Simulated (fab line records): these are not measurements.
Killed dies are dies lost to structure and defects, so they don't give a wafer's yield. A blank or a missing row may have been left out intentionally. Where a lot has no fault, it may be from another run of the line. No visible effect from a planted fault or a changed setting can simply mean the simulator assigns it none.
fab line records	flow sky130
[record] lots = 12	wafers = 36	lastDay = 50
route steps=708 shown VT_ADJUST_NCORE@130 SONOS_TUNNEL@162 SONOS_ONO@168 PAD_OPEN@708
lots that met no fault: from a run of the same line without faults
startH: start of the lot's first displayed wafer, in hours after the record's first day	waitH: how many hours have passed since the lot's step before this one	" repeats the value in the row above	L1.1+2: one row covering several wafers at once	- no value, or no start was given	* or withheld: withheld	< > ~ a bound
route shown NAME@n: a module of which the file shows steps, and the number in the route of the first	usual: mean/standard deviation taken from wafers without a fault	same: alike in all rows	chamber/n: place in a boat	sites: per-site readings	_std_site: the standard deviation of these	_edge_site: mean of outer sites minus mean of inner sites	radiusMm: how far each site lies from the wafer's centre	mask NAME#n: copy n	behind: the tool/chamber that last shaped the wafer	hold: reason for holding the lot/hours on hold/outcome of the hold	device: the n, p or np transistor that did not switch	end of line: the same wafers' tests at the end of the route	a step given without rows: its recipe and nothing more	killed: not the wafer's yield, but the dies lost to structure and defects at the first sort	map: the dies of a wafer, with x for killed, . for not killed, _ for no die there
set.NAME: the run value of the setting; set.NAME@STEP: its run value at that earlier step	model.NAME: the simulator's own value behind a step, which no gauge read
one table for each step of the route and one row for each wafer, over a sample of lots
services: when a tool's chamber went out of use (startH, in hours from the record's first day, below 0 if earlier), for how many hours, and the reason
[[steps]]
[step SKY_VT_ADJUST_NCORE_TW_MEAS_11]
[usual] VT_ADJUST_NCORE_TW = 215.9/1.5
lot.wafer	tool	chamber	startH	waitH	VT_ADJUST_NCORE_TW
L595.1	filmMetro-01	-	193.64	0.1	217.5
L595.2	"	-	"	"	216.9
L595.6	"	-	"	"	217.8
L601.2	filmMetro-02	-	240.18	0.1	216.9
L601.4	"	-	"	"	215.8
L601.6	"	-	"	"	215.5
L604.4	filmMetro-01	-	263.42	0.1	217.6
L604.5	"	-	"	"	217.7
L604.6	"	-	"	"	218.3
L605.2	filmMetro-01	-	263.50	0.1	216.9
L605.4	"	-	"	"	216.9
L605.6	"	-	"	"	217.0
L609.3	filmMetro-01	-	302.31	0.1	218.5
L609.4	"	-	"	"	217.6
L609.6	"	-	"	"	216.5
L610.2	filmMetro-01	-	309.35	0.1	217.4
L610.4	"	-	"	"	217.2
L610.5	"	-	"	"	217.2
L611.2	filmMetro-01	-	318.20	0.1	217.2
L611.3	"	-	"	"	217.1
L611.5	"	-	"	"	216.7
L612.1	filmMetro-03	-	325.35	0.1	216.4
L612.2	"	-	"	"	215.1
L612.6	"	-	"	"	215.2
L614.1	filmMetro-03	-	338.99	0.1	215.8
L614.3	"	-	"	"	214.9
L614.6	"	-	"	"	215.3
L615.2	filmMetro-02	-	342.15	0.1	215.9
L615.3	"	-	"	"	215.7
L615.4	"	-	"	"	216.4
L616.1	filmMetro-01	-	353.39	0.1	217.4
L616.2	"	-	"	"	218.1
L616.3	"	-	"	"	216.6
L617.3	filmMetro-03	-	360.76	0.1	213.5
L617.4	"	-	"	"	214.9
L617.5	"	-	"	"	213.7
[step SKY_SONOS_TUNNEL_OVL_MEAS_08]
[usual] SONOS_TUNNEL_OVL = 0.1/1.3
lot.wafer	tool	chamber	startH	waitH	SONOS_TUNNEL_OVL[nm]
L595.1	overlay-01	-	263.41	0.1	-0.9
L595.2	"	-	"	"	0.4
L595.6	"	-	"	"	0.0
L601.2	overlay-01	-	318.71	0.1	0.7
L601.4	"	-	"	"	0.9
L601.6	"	-	"	"	1.2
L604.4	overlay-01	-	344.09	0.1	0.0
L604.5	"	-	"	"	0.1
L604.6	"	-	"	"	-0.8
L605.2	overlay-01	-	345.46	0.1	1.1
L605.4	"	-	"	"	1.2
L605.6	"	-	"	"	-0.2
L609.3	overlay-01	-	387.73	0.1	-1.1
L609.4	"	-	"	"	0.5
L609.6	"	-	"	"	-0.3
L610.2	overlay-01	-	394.52	0.1	0.6
L610.4	"	-	"	"	0.3
L610.5	"	-	"	"	0.2
L611.2	overlay-02	-	404.47	0.1	0.6
L611.3	"	-	"	"	2.2
L611.5	"	-	"	"	1.5
L612.1	overlay-02	-	413.21	0.1	-1.2
L612.2	"	-	"	"	0.8
L612.6	"	-	"	"	1.1
L614.1	overlay-01	-	427.95	0.1	-0.7
L614.3	"	-	"	"	-1.0
L614.6	"	-	"	"	-1.8
L615.2	overlay-02	-	430.02	0.1	0.7
L615.3	"	-	"	"	0.6
L615.4	"	-	"	"	-1.3
L616.1	overlay-02	-	441.45	0.1	-1.3
L616.2	"	-	"	"	-1.4
L616.3	"	-	"	"	-1.5
L617.3	overlay-02	-	449.87	0.1	0.5
L617.4	"	-	"	"	-0.7
L617.5	"	-	"	"	-0.2
[step SKY_SONOS_ONO_OXIDATION_00]
[recipe] tempC = 800	ambient = O2	idleTempC = 700	rampUpCPerMin = 10	rampDownCPerMin = 3	stabiliseS = 600	purgeS = 300	targetThkA = 26	oxTimeS = 1249
[usual] spikeTcBottomC = 822.6/1.7	spikeTcCentreC = 801.3/1.1	spikeTcLowerC = 800.3/1.2	spikeTcTopC = 812/3.4	spikeTcUpperC = 799.9/1.5	zonePowerUpperPct = 13.3/0.36
[same] oxTimeS = 1249
lot.wafer	tool	chamber	startH	waitH	spikeTcBottomC	spikeTcCentreC	spikeTcLowerC	spikeTcTopC	spikeTcUpperC	zonePowerUpperPct
L595.1	furnace-01	0	263.94	0.0	823.1	803.1	798.9	817	800.8	13.6
L595.2	"	0	"	"	824.4	802.0	798.6	814	801.5	13.8
L595.6	"	0	"	"	822.5	802.4	798.3	818	800.2	13.7
L601.2	furnace-01	0	319.48	0.2	831.9	809.5	808.5	824	809.1	14.0
L601.4	"	0	"	"	830.4	806.5	807.5	823	807.9	13.9
L601.6	"	0	"	"	830.6	809.4	805.8	823	808.2	13.9
L604.4	furnace-01	0	344.84	0.2	831.4	809.9	805.3	823	806.9	13.9
L604.5	"	0	"	"	831.7	808.6	806.7	821	808.2	14.0
L604.6	"	0	"	"	831.4	808.9	807.0	823	807.4	14.0
L605.2	furnace-02	0	347.21	1.2	821.1	800.8	802.1	810	799.7	12.7
L605.4	"	0	"	"	821.0	799.1	800.6	809	798.6	12.9
L605.6	"	0	"	"	821.5	800.8	801.3	809	799.4	13.1
L609.3	furnace-02	0	388.33	0.1	821.0	800.8	800.9	809	799.9	12.8
L609.4	"	0	"	"	820.6	799.5	802.0	809	799.3	12.9
L609.6	"	0	"	"	820.1	800.6	800.7	809	799.3	13.1
L610.2	furnace-01	0	396.02	1.0	823.1	802.8	801.8	815	801.9	13.6
L610.4	"	0	"	"	822.4	801.3	799.9	817	800.3	13.5
L610.5	"	0	"	"	823.8	803.0	801.0	814	801.6	13.7
L611.2	furnace-01	0	406.93	1.9	825.0	802.1	799.6	815	799.6	13.8
L611.3	"	0	"	"	825.6	801.2	801.6	817	803.5	13.8
L611.5	"	0	"	"	822.3	801.2	801.6	818	801.2	13.6
L612.1	furnace-01	0	414.28	0.5	822.6	800.6	800.1	816	801.1	13.7
L612.2	"	0	"	"	825.4	803.8	798.9	815	800.3	13.8
L612.6	"	0	"	"	823.3	803.0	799.7	816	800.5	13.7
L614.1	furnace-02	0	429.49	1.0	822.5	802.4	799.6	809	799.3	13.0
L614.3	"	0	"	"	823.4	800.1	801.6	810	797.4	12.9
L614.6	"	0	"	"	821.7	802.0	801.7	810	799.6	13.1
L615.2	furnace-02	0	430.84	0.3	823.5	800.5	800.0	809	798.6	12.9
L615.3	"	0	"	"	822.3	802.3	801.5	809	799.5	13.2
L615.4	"	0	"	"	819.2	800.8	801.2	810	798.9	13.3
L616.1	furnace-01	0	441.98	0.0	822.3	801.8	798.9	816	801.6	13.6
L616.2	"	0	"	"	824.0	802.5	799.2	815	799.8	13.6
L616.3	"	0	"	"	824.4	803.9	801.4	814	800.8	13.8
L617.3	furnace-01	0	451.13	0.6	824.2	801.6	798.8	816	799.7	13.6
L617.4	"	0	"	"	822.2	801.3	799.4	814	802.3	13.6
L617.5	"	0	"	"	826.2	801.7	799.5	817	800.8	13.4
[step SKY_SONOS_ONO_THK_MEAS_01]
[recipe] reads = SiO2_of_SONOS_ONO_OXIDATION_00
[usual] SONOS_ONO_OXIDATION_THK = 2.60/0.063
lot.wafer	tool	chamber	startH	waitH	hold	SONOS_ONO_OXIDATION_THK[nm]
L595.1	filmMetro-01	-	265.29	0.0	-	2.51
L595.2	"	-	"	"	-	2.60
L595.6	"	-	"	"	-	2.59
L601.2	filmMetro-01	-	320.84	0.0	awaitDispo/0.2h/release	2.83
L601.4	"	-	"	"	awaitDispo/0.2h/release	2.83
L601.6	"	-	"	"	awaitDispo/0.2h/release	2.93
L601.2	filmMetro-01	-	321.06	0.2	-	2.78
L601.4	"	-	"	"	-	2.86
L601.6	"	-	"	"	-	2.86
L604.4	filmMetro-02	-	346.22	0.0	awaitDispo/0.2h/release	2.91
L604.5	"	-	"	"	awaitDispo/0.2h/release	2.94
L604.6	"	-	"	"	awaitDispo/0.2h/release	2.99
L604.4	filmMetro-02	-	346.44	0.2	-	2.95
L604.5	"	-	"	"	-	2.94
L604.6	"	-	"	"	-	3.00
L605.2	filmMetro-03	-	348.57	0.0	-	2.55
L605.4	"	-	"	"	-	2.65
L605.6	"	-	"	"	-	2.56
L609.3	filmMetro-02	-	389.70	0.0	-	2.42
L609.4	"	-	"	"	-	2.47
L609.6	"	-	"	"	-	2.42
L610.2	filmMetro-03	-	397.38	0.0	-	2.53
L610.4	"	-	"	"	-	2.54
L610.5	"	-	"	"	-	2.54
L611.2	filmMetro-03	-	408.29	0.0	-	2.56
L611.3	"	-	"	"	-	2.60
L611.5	"	-	"	"	-	2.61
L612.1	filmMetro-02	-	415.62	0.0	-	2.73
L612.2	"	-	"	"	-	2.65
L612.6	"	-	"	"	-	2.66
L614.1	filmMetro-01	-	430.84	0.0	-	2.62
L614.3	"	-	"	"	-	2.63
L614.6	"	-	"	"	-	2.59
L615.2	filmMetro-02	-	432.19	0.0	-	2.57
L615.3	"	-	"	"	-	2.58
L615.4	"	-	"	"	-	2.62
L616.1	filmMetro-01	-	443.32	0.0	-	2.56
L616.2	"	-	"	"	-	2.60
L616.3	"	-	"	"	-	2.60
L617.3	filmMetro-01	-	452.50	0.0	-	2.65
L617.4	"	-	"	"	-	2.68
L617.5	"	-	"	"	-	2.59
[step SKY_SONOS_ONO_OVL_MEAS_14]
[usual] SONOS_ONO_OVL = -0.7/1.3
lot.wafer	tool	chamber	startH	waitH	SONOS_ONO_OVL[nm]
L595.1	overlay-01	-	293.80	0.1	-0.1
L595.2	"	-	"	"	-0.7
L595.6	"	-	"	"	0.4
L601.2	overlay-01	-	352.01	0.1	-1.4
L601.4	"	-	"	"	-1.4
L601.6	"	-	"	"	-1.9
L604.4	overlay-02	-	377.92	0.1	-2.7
L604.5	"	-	"	"	-3.5
L604.6	"	-	"	"	-3.5
L605.2	overlay-02	-	386.77	0.1	0.2
L605.4	"	-	"	"	0.7
L605.6	"	-	"	"	1.0
L609.3	overlay-01	-	422.83	0.1	-0.8
L609.4	"	-	"	"	0.4
L609.6	"	-	"	"	-0.2
L610.2	overlay-02	-	432.96	0.1	3.4
L610.4	"	-	"	"	1.9
L610.5	"	-	"	"	0.0
L611.2	overlay-01	-	441.67	0.1	0.1
L611.3	"	-	"	"	0.1
L611.5	"	-	"	"	1.0
L612.1	overlay-02	-	448.45	0.1	-2.7
L612.2	"	-	"	"	-1.7
L612.6	"	-	"	"	-2.1
L614.1	overlay-01	-	464.80	0.1	0.3
L614.3	"	-	"	"	0.0
L614.6	"	-	"	"	-0.7
L615.2	overlay-02	-	468.61	0.1	0.7
L615.3	"	-	"	"	-1.4
L615.4	"	-	"	"	-1.2
L616.1	overlay-01	-	475.01	0.1	-1.4
L616.2	"	-	"	"	-1.5
L616.3	"	-	"	"	-0.7
L617.3	overlay-02	-	497.67	0.1	-1.2
L617.4	"	-	"	"	-1.9
L617.5	"	-	"	"	-0.2
[step SKY_PAD_OPEN_PROBE_99]
[usual] killed_at_M0_to_M3 = 43/7.8	killed_at_M4_up = 3.2/1.9	killedAtContacts = 24/5	killedAtFrontEnd = 14/4.5	killedAtOther = 0.2/0.41	killedDies = 84/9.6	killedOpen = 47/6.9	killedShort = 38/6
[same] grossDies = 492	killedAtBackSide = 0
lot.wafer	tool	chamber	startH	waitH	killed_at_M0_to_M3	killed_at_M4_up	killedAtContacts	killedAtFrontEnd	killedAtOther	killedDies	killedOpen	killedShort
L595.1	prober-01	-	1080.30	0.1	41	1	25	12	0	79	44	35
L595.2	prober-01	-	1080.35	0.1	45	6	26	9	0	86	50	36
L595.6	prober-01	-	1080.55	0.2	41	5	23	14	0	83	48	35
L601.2	prober-01	-	1124.20	0.1	56	4	30	14	1	105	62	43
L601.4	prober-01	-	1124.30	0.2	38	3	35	21	1	98	56	42
L601.6	prober-01	-	1124.40	0.2	53	5	24	14	1	97	52	44
L604.4	prober-02	-	1146.85	0.2	35	2	27	5	0	69	44	25
L604.5	prober-02	-	1146.90	0.2	46	1	29	17	0	93	56	37
L604.6	prober-02	-	1146.95	0.2	35	4	26	26	0	91	44	47
L605.2	prober-01	-	1154.21	0.1	47	4	24	14	0	89	39	50
L605.4	prober-01	-	1154.31	0.2	33	5	27	23	0	88	54	34
L605.6	prober-01	-	1154.41	0.2	29	3	28	12	1	73	37	36
L610.2	prober-02	-	1177.99	0.1	51	8	20	24	0	103	56	47
L610.4	prober-02	-	1178.09	0.2	43	0	14	10	0	67	34	33
L610.5	prober-02	-	1178.14	0.2	46	2	13	8	0	69	43	26
L611.2	prober-01	-	1180.15	0.1	36	1	26	14	0	77	41	36
L611.3	prober-01	-	1180.20	0.2	40	4	21	18	0	83	48	35
L611.5	prober-01	-	1180.30	0.2	38	2	24	10	1	75	40	35
L612.1	prober-02	-	1186.50	0.1	50	3	15	15	0	83	46	37
L612.2	prober-02	-	1186.55	0.1	47	2	32	14	0	95	55	40
L612.6	prober-02	-	1186.75	0.2	43	2	18	11	0	74	41	33
L614.1	prober-02	-	1190.24	0.1	34	7	27	9	0	77	37	40
L614.3	prober-02	-	1190.34	0.2	32	5	25	16	0	78	47	31
L614.6	prober-02	-	1190.49	0.2	33	1	29	9	0	72	36	36
L616.1	prober-01	-	1196.36	0.1	47	4	27	15	0	93	54	39
L616.2	prober-01	-	1196.41	0.1	40	1	22	8	0	71	47	24
L616.3	prober-01	-	1196.46	0.2	39	5	30	16	0	90	54	36
// killed by level:class
L595.1 VIA3:geometricParticle:open=10 CONTACT:geometricParticle:short=9 VIA2:geometricParticle:open=8 VIA1:geometricParticle:open=8 CONTACT:geometricParticle:open=7 LI_CONTACT:geometricParticle:open=6 METAL2:geometricParticle:short=4 METAL3:geometricParticle:short=4
L595.2 CONTACT:geometricParticle:open=11 VIA1:geometricParticle:open=9 LI_CONTACT:geometricParticle:open=7 METAL1:geometricParticle:short=7 VIA3:geometricParticle:open=7 METAL2:geometricParticle:short=6 VIA2:geometricParticle:open=6 VIA3:geometricParticle:short=5
L595.6 CONTACT:geometricParticle:open=9 VIA1:geometricParticle:open=8 LI_CONTACT:geometricParticle:open=7 VIA2:geometricParticle:open=7 METAL2:geometricParticle:short=7 CONTACT:geometricParticle:short=5 VIA3:geometricParticle:open=5 FIELD_ISO:geometricParticle:short=3
L601.2 VIA1:geometricParticle:open=15 CONTACT:geometricParticle:open=10 VIA2:geometricParticle:open=9 METAL1:geometricParticle:short=7 LI_CONTACT:geometricParticle:open=6 VIA3:geometricParticle:open=6 VIA1:geometricParticle:short=6 LOCAL_INTERCONNECT:geometricParticle:short=5
L601.4 CONTACT:geometricParticle:open=15 VIA1:geometricParticle:open=10 LI_CONTACT:geometricParticle:open=8 VIA1:geometricParticle:short=7 POLY_GATE:geometricParticle:open=6 FIELD_ISO:geometricParticle:short=5 POLY_GATE:geometricParticle:short=5 LI_CONTACT:geometricParticle:short=5
L601.6 VIA1:geometricParticle:open=11 CONTACT:geometricParticle:open=10 VIA2:geometricParticle:open=8 METAL2:geometricParticle:short=7 VIA2:geometricParticle:short=6 METAL1:geometricParticle:short=5 VIA1:geometricParticle:short=4 POLY_GATE:geometricParticle:open=4
L604.4 CONTACT:geometricParticle:open=11 VIA1:geometricParticle:open=9 LI_CONTACT:geometricParticle:open=9 METAL2:geometricParticle:short=7 VIA2:geometricParticle:open=5 LOCAL_INTERCONNECT:geometricParticle:short=4 VIA3:geometricParticle:short=4 VIA3:geometricParticle:open=3
L604.5 VIA1:geometricParticle:open=16 VIA3:geometricParticle:open=9 LI_CONTACT:geometricParticle:open=8 FIELD_ISO:geometricParticle:open=7 LOCAL_INTERCONNECT:geometricParticle:short=6 CONTACT:geometricParticle:short=5 CONTACT:geometricParticle:open=5 VIA1:geometricParticle:short=5
L604.6 CONTACT:geometricParticle:open=12 VIA1:geometricParticle:open=10 METAL2:geometricParticle:short=8 FIELD_ISO:geometricParticle:short=7 POLY_GATE:geometricParticle:short=7 POLY_GATE:geometricParticle:open=6 LI_CONTACT:geometricParticle:open=6 VIA2:geometricParticle:open=5
L605.2 METAL2:geometricParticle:short=9 METAL1:geometricParticle:short=8 LI_CONTACT:geometricParticle:open=7 VIA1:geometricParticle:open=5 CONTACT:geometricParticle:open=5 METAL3:geometricParticle:short=5 LOCAL_INTERCONNECT:geometricParticle:open=4 VIA2:geometricParticle:short=4
L605.4 CONTACT:geometricParticle:open=13 FIELD_ISO:geometricParticle:short=8 VIA2:geometricParticle:open=8 VIA1:geometricParticle:open=8 LI_CONTACT:geometricParticle:open=6 FIELD_ISO:geometricParticle:open=5 METAL2:geometricParticle:short=5 POLY_GATE:geometricParticle:open=4
L605.6 CONTACT:geometricParticle:open=9 VIA1:geometricParticle:open=8 LI_CONTACT:geometricParticle:open=6 CONTACT:geometricParticle:short=6 METAL2:geometricParticle:short=5 LOCAL_INTERCONNECT:geometricParticle:short=4 VIA1:geometricParticle:short=4 VIA2:geometricParticle:short=4
L610.2 VIA1:geometricParticle:open=14 VIA2:geometricParticle:open=11 CONTACT:geometricParticle:open=8 POLY_GATE:geometricParticle:short=7 POLY_GATE:geometricParticle:open=6 VIA3:geometricParticle:open=6 LOCAL_INTERCONNECT:geometricParticle:short=6 METAL1:geometricParticle:short=5
L610.4 METAL2:geometricParticle:short=11 VIA1:geometricParticle:open=9 VIA2:geometricParticle:open=8 CONTACT:geometricParticle:open=4 VIA3:geometricParticle:short=4 FIELD_ISO:geometricParticle:open=3 LI_CONTACT:geometricParticle:open=3 CONTACT:geometricParticle:short=3
L610.5 VIA1:geometricParticle:open=20 CONTACT:geometricParticle:open=7 VIA1:geometricParticle:short=5 VIA2:geometricParticle:open=4 FIELD_ISO:geometricParticle:open=3 LOCAL_INTERCONNECT:geometricParticle:short=3 METAL1:geometricParticle:short=3 VIA2:geometricParticle:short=3
L611.2 VIA3:geometricParticle:open=9 LI_CONTACT:geometricParticle:short=8 VIA1:geometricParticle:open=8 LI_CONTACT:geometricParticle:open=7 FIELD_ISO:geometricParticle:open=6 VIA1:geometricParticle:short=5 VIA2:geometricParticle:open=4 CONTACT:geometricParticle:short=4
L611.3 VIA1:geometricParticle:open=11 CONTACT:geometricParticle:open=8 CONTACT:geometricParticle:short=8 VIA3:geometricParticle:open=5 METAL2:geometricParticle:short=5 METAL1:geometricParticle:short=4 VIA1:geometricParticle:short=4 VIA2:geometricParticle:open=4
L611.5 VIA1:geometricParticle:open=10 CONTACT:geometricParticle:open=8 CONTACT:geometricParticle:short=6 VIA3:geometricParticle:open=6 VIA2:geometricParticle:open=5 VIA3:geometricParticle:short=5 LOCAL_INTERCONNECT:geometricParticle:short=4 FIELD_ISO:geometricParticle:short=4
L612.1 VIA1:geometricParticle:open=12 METAL1:geometricParticle:short=8 METAL2:geometricParticle:short=8 VIA3:geometricParticle:open=6 FIELD_ISO:geometricParticle:open=5 LI_CONTACT:geometricParticle:open=5 CONTACT:geometricParticle:open=5 POLY_GATE:geometricParticle:open=4
L612.2 VIA1:geometricParticle:open=13 CONTACT:geometricParticle:open=12 CONTACT:geometricParticle:short=8 VIA3:geometricParticle:open=7 VIA2:geometricParticle:open=6 VIA1:geometricParticle:short=6 METAL3:geometricParticle:short=5 LI_CONTACT:geometricParticle:open=5
L612.6 VIA1:geometricParticle:open=9 LI_CONTACT:geometricParticle:open=8 METAL1:geometricParticle:short=7 VIA2:geometricParticle:open=6 CONTACT:geometricParticle:open=5 VIA3:geometricParticle:short=5 FIELD_ISO:geometricParticle:open=4 VIA1:geometricParticle:short=4
L614.1 CONTACT:geometricParticle:open=8 VIA1:geometricParticle:open=6 CONTACT:geometricParticle:short=6 LI_CONTACT:geometricParticle:open=5 METAL4:geometricParticle:short=5 VIA1:geometricParticle:short=5 METAL2:geometricParticle:short=5 FIELD_ISO:geometricParticle:short=3
L614.3 CONTACT:geometricParticle:open=11 VIA2:geometricParticle:open=10 LI_CONTACT:geometricParticle:open=6 VIA1:geometricParticle:open=6 LOCAL_INTERCONNECT:geometricParticle:short=5 VIA3:geometricParticle:short=5 FIELD_ISO:geometricParticle:open=4 METAL2:geometricParticle:open=4
L614.6 CONTACT:geometricParticle:open=11 LOCAL_INTERCONNECT:geometricParticle:short=7 VIA1:geometricParticle:open=7 CONTACT:geometricParticle:short=5 VIA2:geometricParticle:open=5 VIA2:geometricParticle:short=3 POLY_GATE:geometricParticle:open=3 LI_CONTACT:geometricParticle:short=3
L616.1 VIA1:geometricParticle:open=9 CONTACT:geometricParticle:open=8 VIA2:geometricParticle:open=8 VIA3:geometricParticle:open=7 FIELD_ISO:geometricParticle:open=6 LI_CONTACT:geometricParticle:open=6 CONTACT:geometricParticle:short=5 METAL1:geometricParticle:short=5
L616.2 VIA1:geometricParticle:open=12 CONTACT:geometricParticle:open=7 LI_CONTACT:geometricParticle:open=6 METAL1:geometricParticle:short=6 VIA2:geometricParticle:open=6 VIA3:geometricParticle:open=4 CONTACT:geometricParticle:short=4 LOCAL_INTERCONNECT:geometricParticle:short=3
L616.3 VIA1:geometricParticle:open=12 CONTACT:geometricParticle:open=11 LI_CONTACT:geometricParticle:open=8 METAL1:geometricParticle:short=7 VIA1:geometricParticle:short=6 FIELD_ISO:geometricParticle:open=4 POLY_GATE:geometricParticle:open=4 LI_CONTACT:geometricParticle:short=4
[[services]]
tool	chamber	startH	hours	kind
furnace-02	-	322.14	3.1	pm
furnace-02	-	355.53	3.6	pm
furnace-01	-	403.39	3.5	pm
[[key]]
[firstSign] step = SKY_SONOS_ONO_OXIDATION_00	reading = spikeTcCentreC	direction = up	sigmas = 6.6	usual = 801.3	struck = 808.8
[effect] step = SKY_SONOS_ONO_OXIDATION_00	reading = spikeTcUpperC	direction = up	sigmas = 5.4	usual = 799.9	struck = 807.9
[effect] step = SKY_SONOS_ONO_THK_MEAS_01	reading = visit	direction = added
metAt SKY_SONOS_ONO_OXIDATION_00
struckLots L601,L604
testerLeftOut L601,L604
notActingAt SKY_VT_ADJUST_NCORE_TW_MEAS_11,SKY_SONOS_TUNNEL_OVL_MEAS_08,SKY_SONOS_ONO_OVL_MEAS_14
onsetBetween 263.94 319.48
[fault] kind = processParameterDrift	tool = furnace-01	chamber = -	onsetH = 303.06	steps = SKY_SONOS_ONO_OXIDATION_00	channel = tempC	offset = *	shape = step	endH = 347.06	actsIn = *	stated = *
// testerLeftOut: of these lots the tester's yield and bins aren't shown, on N5 and GAA mostly nor the transistor test; their killed dies are dies lost to structure and defects alone, not to doping, threshold or leakage, so they don't give the yield
